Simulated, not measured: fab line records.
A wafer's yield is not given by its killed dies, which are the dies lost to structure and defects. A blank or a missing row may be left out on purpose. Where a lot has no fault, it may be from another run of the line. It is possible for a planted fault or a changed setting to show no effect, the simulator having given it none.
fab line records ; flow sky130
record: lots: 7; wafers: 21; last-day: 50
route steps=708 shown LDD_LDN@301 SPACER@304 POLY_CUT@307
lots with no fault: from the same line, run without faults
start-h: start of the lot's first displayed wafer, in hours after the record's first day ; wait-h: hours since the lot's step before ; " as in the row above ; L1.1+2: a single row standing in for several wafers ; - no value, or no start given ; * or withheld: withheld ; < > ~ a bound
route shown NAME@n: a module of which the file shows steps, and the number in the route of the first ; usual: average and standard deviation across the fault-free wafers ; same: alike in all rows ; chamber/n: place in a boat ; sites: readings site by site ; _std_site: standard deviation of those values ; _edge_site: the outer-site mean with the inner-site mean subtracted ; radius-mm: for every site, how far away it sits from the centre of the wafer ; mask NAME#n: copy n ; behind: tool/chamber where the wafer was last shaped ; hold: reason for holding the lot/hours on hold/outcome of the hold ; device: the n, p or np transistor that did not switch ; end of line: tests run on the same wafers once the route is complete ; where a step has no rows: the recipe by itself ; killed: dies lost to structure and defects at the first sort, not the wafer's yield ; map: a wafer's dies, marking killed ones x, the rest . and places with no die _
set.NAME: the setting the step ran with; set.NAME@STEP: the setting that earlier step ran with ; model.NAME: the simulator's own value behind a step, which no gauge read
certain route steps with their lots: each step a table, each wafer a row
services: from which hour (start-h, from the record's first day; less than 0 if before it) a tool's chamber was out of use, for how many hours, and why
== steps ==
step: SKY_LDD_LDN_STRIP_12
recipe: chemistry: O2/N2; power-w: 1400; pressure-mtorr: 1500; platen-temp-c: withheld; o2-flow-sccm: 3000; n2-flow-sccm: 300; overash-fraction: 0.5
usual: drypump-motor-current-A: 5.75/0.25; oes-product-au: 0.716/0.0046; strip-time-to-endpoint-s: 14.17/0.04
lot.wafer;tool;chamber;start-h;wait-h;drypump-motor-current-A;oes-product-au;rf-hours-counter-h;strip-time-to-endpoint-s
L451.2;plasma-asher-04;0;544.39;0.1;5.53;0.718;83;14.23
L451.5;plasma-asher-04;0;544.39;0.1;5.50;0.721;-;14.16
L451.6;plasma-asher-04;1;544.39;0.1;5.94;0.715;-;14.13
L459.2;plasma-asher-04;0;612.64;0.1;5.51;0.711;90;14.15
L459.4;plasma-asher-04;0;612.64;0.1;5.50;0.724;-;14.10
L459.6;plasma-asher-04;0;612.64;0.1;5.49;0.715;-;14.16
L460.2;plasma-asher-04;0;628.64;0.1;5.50;0.722;92;14.11
L460.4;plasma-asher-04;1;628.64;0.1;5.96;0.713;-;14.15
L460.5;plasma-asher-04;1;628.64;0.1;5.96;0.721;-;14.13
L462.3;plasma-asher-04;0;641.25;0.1;5.51;0.720;-;14.15
L462.5;plasma-asher-04;0;641.25;0.1;5.52;0.711;-;14.16
L462.6;plasma-asher-04;1;641.25;0.1;5.94;0.711;-;14.16
L463.1;plasma-asher-03;0;649.46;0.1;6.07;0.725;23;14.20
L463.2;plasma-asher-03;1;649.46;0.1;5.71;0.721;23;14.24
L463.3;plasma-asher-03;0;649.46;0.1;6.06;0.714;-;14.18
L472.1;plasma-asher-03;0;729.64;0.1;6.08;0.717;31;14.14
L472.4;plasma-asher-03;1;729.64;0.1;5.66;0.711;-;14.15
L472.6;plasma-asher-03;0;729.64;0.1;6.08;0.720;-;14.22
L471.3;plasma-asher-01;1;731.67;0.1;5.31;0.716;-;14.16
L471.4;plasma-asher-01;0;731.67;0.1;5.79;0.717;-;14.14
L471.5;plasma-asher-01;0;731.67;0.1;5.78;0.714;-;14.15
step: SKY_LDD_LDN_TW_MEAS_13
usual: LDD_LDN_TW: 1483/11
lot.wafer;tool;chamber;start-h;wait-h;LDD_LDN_TW
L451.2;film-metro-02;-;544.50;0.1;1493
L451.5;film-metro-02;-;544.50;0.1;1501
L451.6;film-metro-02;-;544.50;0.1;1497
L459.2;film-metro-04;-;612.75;0.1;1484
L459.4;film-metro-04;-;612.75;0.1;1489
L459.6;film-metro-04;-;612.75;0.1;1473
L460.2;film-metro-03;-;628.75;0.1;1479
L460.4;film-metro-03;-;628.75;0.1;1471
L460.5;film-metro-03;-;628.75;0.1;1478
L462.3;film-metro-03;-;641.33;0.1;1479
L462.5;film-metro-03;-;641.33;0.1;1473
L462.6;film-metro-03;-;641.33;0.1;1459
L463.1;film-metro-03;-;649.56;0.1;1467
L463.2;film-metro-03;-;649.56;0.1;1464
L463.3;film-metro-03;-;649.56;0.1;1472
L472.1;film-metro-03;-;729.74;0.1;1481
L472.4;film-metro-03;-;729.74;0.1;1480
L472.6;film-metro-03;-;729.74;0.1;1483
L471.3;film-metro-02;-;731.76;0.1;1483
L471.4;film-metro-02;-;731.76;0.1;1479
L471.5;film-metro-02;-;731.76;0.1;1478
step: SKY_LDD_LDN_CLEAN_14
recipe: chemistry: SC1/SC2; mix: 1:4:20; temp-c: 70; time-s: 150; dry: n2-spin
step: SKY_SPACER_CVD_00
recipe: material: Si3N4; precursor: DCS/NH3; target-thk-nm: 43.1; temp-c: 770; time-s: 740; pressure-mtorr: 250
step: SKY_SPACER_THK_MEAS_01
recipe: reads: Si3N4_of_SPACER_CVD_00
usual: SPACER_CVD_00_THK: 43.4/0.36
lot.wafer;tool;chamber;start-h;wait-h;SPACER_CVD_00_THK[nm]
L451.2;film-metro-03;-;545.82;0.0;42.9
L451.5;film-metro-03;-;545.82;0.0;42.8
L451.6;film-metro-03;-;545.82;0.0;42.9
L459.2;film-metro-04;-;614.07;0.0;43.7
L459.4;film-metro-04;-;614.07;0.0;43.5
L459.6;film-metro-04;-;614.07;0.0;43.5
L460.2;film-metro-01;-;631.24;0.0;43.8
L460.4;film-metro-01;-;631.24;0.0;43.8
L460.5;film-metro-01;-;631.24;0.0;43.7
L462.3;film-metro-03;-;642.65;0.0;43.7
L462.5;film-metro-03;-;642.65;0.0;43.8
L462.6;film-metro-03;-;642.65;0.0;43.5
L463.1;film-metro-03;-;650.88;0.0;43.6
L463.2;film-metro-03;-;650.88;0.0;43.4
L463.3;film-metro-03;-;650.88;0.0;43.5
L472.1;film-metro-04;-;731.35;0.0;43.1
L472.4;film-metro-04;-;731.35;0.0;43.2
L472.6;film-metro-04;-;731.35;0.0;42.7
L471.3;film-metro-03;-;735.30;0.0;43.5
L471.4;film-metro-03;-;735.30;0.0;43.3
L471.5;film-metro-03;-;735.30;0.0;43.4
step: SKY_SPACER_ETCHBACK_02
recipe: chemistry: CH3F/O2; target: Si3N4; stop-on: SiO2; source-w: 400; bias-w: 80; pressure-mtorr: 25; ch3f-flow-sccm: 40; O2_flow_sccm: 30; time-s: 46.7; target-depth-a: 450
usual: drypump-motor-current-A: 6.0/0.32; oes-product-au: 0.859/0.006; rf-fwd-power-W: 395.3/1.9; throttle-valve-pct: 10.562/0.0092
lot.wafer;tool;chamber;start-h;wait-h;drypump-motor-current-A;oes-product-au;rf-fwd-power-W;rf-hours-counter-h;throttle-valve-pct
L451.2;rie-diel-03;2;545.87;0.0;5.9;0.854;392.3;25;10.548
L451.5;rie-diel-03;2;545.87;0.0;5.9;0.851;392.7;-;10.558
L451.6;rie-diel-03;0;545.87;0.0;6.2;0.849;392.5;-;10.557
L459.2;rie-diel-04;0;614.12;0.0;6.6;0.861;396.1;3;10.568
L459.4;rie-diel-04;1;614.12;0.0;5.9;0.860;395.3;6;10.548
L459.6;rie-diel-04;0;614.12;0.0;6.5;0.859;397.4;-;10.567
L460.2;rie-diel-04;2;631.29;0.0;6.4;0.860;396.4;8;10.565
L460.4;rie-diel-04;0;631.29;0.0;6.6;0.861;395.8;4;10.589
L460.5;rie-diel-04;2;631.29;0.0;6.4;0.865;397.4;-;10.553
L462.3;rie-diel-03;3;642.69;0.0;5.4;0.860;394.3;13;10.565
L462.5;rie-diel-03;3;642.69;0.0;5.4;0.873;395.6;-;10.570
L462.6;rie-diel-03;0;642.69;0.0;6.1;0.863;394.8;-;10.575
L463.1;rie-diel-04;1;650.94;0.1;5.9;0.860;395.3;7;10.559
L463.2;rie-diel-04;0;650.94;0.1;6.5;0.863;396.5;4;10.565
L463.3;rie-diel-04;3;650.94;0.1;6.3;0.859;398.0;60;10.555
L472.1;rie-diel-04;2;731.41;0.1;6.4;0.860;396.1;10;10.573
L472.4;rie-diel-04;0;731.41;0.1;6.5;0.849;394.9;5;10.544
L472.6;rie-diel-04;1;731.41;0.1;5.9;0.854;394.0;-;10.555
L471.3;rie-diel-04;1;735.34;0.0;5.9;0.866;396.2;8;10.560
L471.4;rie-diel-04;0;735.34;0.0;6.5;0.855;397.0;5;10.561
L471.5;rie-diel-04;2;735.34;0.0;6.4;0.850;396.7;-;10.556
step: SKY_POLY_CUT_DEHYDRATE_00
recipe: temp-c: 200; time-s: 60
step: SKY_POLY_CUT_HMDS_01
recipe: prime-time-s: 60; prime-temp-c: 120
step: SKY_POLY_CUT_COAT_02
recipe: resist: BARC; temp-c: withheld; time-s: withheld; spin-rpm: 3000; resist-thk-nm: 60
step: SKY_POLY_CUT_COAT_03
recipe: resist: KrF-thick; spin-rpm: 3000; resist-thk-nm: 450
step: SKY_POLY_CUT_SOFTBAKE_04
recipe: temp-c: 100; time-s: 90; resist: KrF-thick
step: SKY_POLY_CUT_EXPOSE_05
recipe: mask-id: NPCM; na: 0.8; source-shape: annular; sigma-inner: 0.55; sigma-outer: 0.85; target-cd-nm: 270; dose-mj: 32
step: SKY_POLY_CUT_PEB_06
recipe: peb-temp-c: withheld; peb-time-s: withheld; resist: KrF-thick
usual: chill-plate-temp-C: *; exhaust-pa: 44.9/0.85
lot.wafer;tool;chamber;start-h;wait-h;chill-plate-temp-C;exhaust-pa
L451.2;litho-track-03;0;575;-;*;42.7
L451.5;litho-track-03;0;575;-;*;44.6
L451.6;litho-track-03;0;575;-;*;44.9
L459.2;litho-track-03;0;643;-;*;44.7
L459.4;litho-track-03;0;643;-;*;44.8
L459.6;litho-track-03;0;643;-;*;45.9
L460.2;litho-track-01;-;659;-;-;-
L460.4;litho-track-01;-;659;-;-;-
L460.5;litho-track-01;-;659;-;-;-
L462.3;litho-track-03;-;670;-;-;-
L462.5;litho-track-03;-;670;-;-;-
L462.6;litho-track-03;-;670;-;-;-
L463.1;litho-track-01;-;678;-;-;-
L463.2;litho-track-01;-;678;-;-;-
L463.3;litho-track-01;-;678;-;-;-
L472.1;litho-track-01;0;758;-;*;43.6
L472.4;litho-track-01;0;758;-;*;44.4
L472.6;litho-track-01;0;758;-;*;43.7
L471.3;litho-track-01;0;761;-;*;45.0
L471.4;litho-track-01;0;761;-;*;46.2
L471.5;litho-track-01;0;761;-;*;45.0
step: SKY_POLY_CUT_DEVELOP_07
recipe: develop-time-s: 60; resist: KrF-thick; dev-temp-c: 21
== services ==
tool;chamber;start-h;hours;kind
rie-diel-03;3;522.32;2.1;repair
plasma-asher-01;-;524.41;2.6;repair
rie-diel-04;3;531.84;12.7;repair
rie-diel-03;3;538.15;4.5;repair
rie-diel-03;3;543.01;7.8;repair
rie-diel-03;2;548.10;2.7;repair
rie-diel-03;2;564.29;3.0;repair
plasma-asher-01;-;640.54;2.8;pm
rie-diel-04;1;648.14;2.7;repair
rie-diel-04;3;653.93;-;clean
rie-diel-04;3;653.93;22.3;scheduled-down
rie-diel-04;3;653.93;22.3;vent-cycle
rie-diel-04;-;654.05;1.4;repair
rie-diel-04;-;658.98;1.5;repair
rie-diel-03;3;660.98;10.9;repair
plasma-asher-03;-;715.15;0.7;repair
rie-diel-04;-;715.38;2.8;pm
plasma-asher-04;-;733.75;9.0;pm
plasma-asher-04;0;733.75;9.0;vent-cycle
plasma-asher-01;-;742.18;4.1;repair
rie-diel-04;-;749.66;0.5;repair
rie-diel-04;1;754.62;13.8;repair
rie-diel-03;-;758.68;14.6;pm
plasma-asher-04;-;760.96;0.4;repair
== key ==
first-sign: step: SKY_POLY_CUT_PEB_06; reading: tool-record; direction: missing
effect none on later readings
met-at SKY_POLY_CUT_PEB_06
struck-wafers L460.2,L460.4,L460.5,L462.3,L462.5,L462.6,L463.1,L463.2,L463.3
later-rows-left-out L460.2,L460.4,L460.5,L462.3,L462.5,L462.6,L463.1,L463.2,L463.3
sort-left-out L460.2,L460.4,L460.5,L462.3,L462.5,L462.6,L463.1,L463.2,L463.3
tester-left-out L460,L462,L463
onset-between 643 659
fault: kind: skipped-step-whole; tool: litho-track-01,litho-track-03; chamber: -; onset-h: 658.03; steps: SKY_POLY_CUT_PEB_06; scope: struck-lots-only
tester-left-out: of these lots the tester's yield and bins aren't shown, on N5 and GAA mostly nor the transistor test; their killed dies are dies lost to structure and defects alone, not to doping, threshold or leakage, so they don't give the yield
sort-left-out: the simulated sort isn't trusted on such a fault, so these wafers' sort isn't shown, and their yield isn't known
later-rows-left-out: the simulator's readings of these wafers behind a module that went badly wrong aren't trusted and aren't shown, but for the sort
